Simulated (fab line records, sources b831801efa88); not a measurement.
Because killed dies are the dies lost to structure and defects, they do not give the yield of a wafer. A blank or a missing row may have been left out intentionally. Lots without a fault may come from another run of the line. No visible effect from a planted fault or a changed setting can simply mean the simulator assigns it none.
2 desks, one fault || flow sky130 || numbers are kept per desk, each desk with only its own; the story behind them comes last

## AT THE METROLOGY DESK
What the gauges read for every lot (on any tool): the sampled wafers with a number, averaged. If a lot's mean is further than 4 standard deviations from the usual mean, the lot is out of limits and carries the mark OUT (the distance appears in the brackets).
Columns: A = VT_ADJUST_LVTN_OVL at SKY_VT_ADJUST_LVTN_OVL_MEAS_07, usual -0.2 nm; B = VT_ADJUST_HVTR_TW at SKY_VT_ADJUST_HVTR_TW_MEAS_11, usual 210.9; C = LOCAL_INTERCONNECT_TIN_RS at SKY_LOCAL_INTERCONNECT_RS_MEAS_01, usual 14.38 ohm/sq
{"lot": "L101", "first seen here": "day 7 13:09", "A": 0.3, "B": 210.1, "C": 14.17}
{"lot": "L103", "first seen here": "day 7 21:28", "A": 1.2, "B": 210.0, "C": 14.05}
{"lot": "L104", "first seen here": "day 8 07:11", "A": 0.5, "B": 211.3, "C": 14.16}
{"lot": "L105", "first seen here": "day 8 09:51", "A": -0.8, "B": 211.8, "C": 14.37}
{"lot": "L106", "first seen here": "day 8 18:59", "A": 1.0, "B": 211.2, "C": 14.38}
{"lot": "L107", "first seen here": "day 9 03:25", "A": -0.1, "B": 211.1, "C": 14.35}
{"lot": "L114", "first seen here": "day 10 23:20", "A": -1.0, "B": "113.7 (-88) OUT", "C": 14.55}
{"lot": "L115", "first seen here": "day 11 13:55", "A": -1.7, "B": "114.9 (-87) OUT", "C": 14.49}
{"lot": "L117", "first seen here": "day 12 02:58", "A": 1.3, "B": 210.5, "C": 14.48}
{"lot": "L119", "first seen here": "day 12 04:46", "A": 1.8, "B": 210.1, "C": 14.38}
{"lot": "L120", "first seen here": "day 13 06:44", "A": -0.1, "B": 212.7, "C": 14.44}
{"lot": "L121", "first seen here": "day 13 14:41", "A": 0.5, "B": 211.8, "C": 14.39}
This desk finds L114, L115 out of limits, with the earliest case on L114 at day 13 23:39 (VT_ADJUST_HVTR_TW at SKY_VT_ADJUST_HVTR_TW_MEAS_11). L101, L103, L104, L105, L106, L107, L117, L119, L120, L121: within limits.

## TOOL OWNER'S DESK, implanter-01
For each lot that ran on this tool, the mean over its sampled wafers that have a number, from the tool's own readings at SKY_VT_ADJUST_HVTR_IMPLANT_09. If a lot's mean is further than 4 standard deviations from the usual mean, the lot is out of limits and carries the mark OUT (the distance appears in the brackets).
Columns: A = dose_ions_cm2 at SKY_VT_ADJUST_HVTR_IMPLANT_09, usual 2.0995e+12; B = faraday_current_uA at SKY_VT_ADJUST_HVTR_IMPLANT_09, usual 11.81
{"lot": "L101", "first seen here": "day 10 04:40", "A": 2.0992e+12, "B": 11.78}
{"lot": "L105", "first seen here": "day 11 03:10", "A": 2.0988e+12, "B": 11.83}
{"lot": "L114", "first seen here": "day 13 23:25", "A": "2.1153e+11 (-99 or more) OUT", "B": "1.17 (-46) OUT"}
{"lot": "L115", "first seen here": "day 14 14:25", "A": "2.0617e+11 (-99 or more) OUT", "B": "1.16 (-46) OUT"}
This desk's verdict: out of limits on L114, L115, starting with L114 at day 13 23:25 (dose_ions_cm2 at SKY_VT_ADJUST_HVTR_IMPLANT_09). L101, L105: within limits.

## TAKEN TOGETHER
An alarm could have come from the tool owner's desk at day 13 23:25, on L114, L115.
The metrology desk could have raised an alarm at day 13 23:39, on L114, L115.
All the named lots went through SKY_VT_ADJUST_HVTR_IMPLANT_09 on implanter-01.

## WHAT THE SIMULATOR HAD INSERTED
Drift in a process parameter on implanter-01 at SKY_VT_ADJUST_HVTR_IMPLANT_09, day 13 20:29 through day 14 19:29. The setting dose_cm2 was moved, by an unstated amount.
Shown lots that were struck: L114, L115.
Hours from the fault's start to each desk's first reading out of limits: the tool owner's desk, 3; the metrology desk, 3.
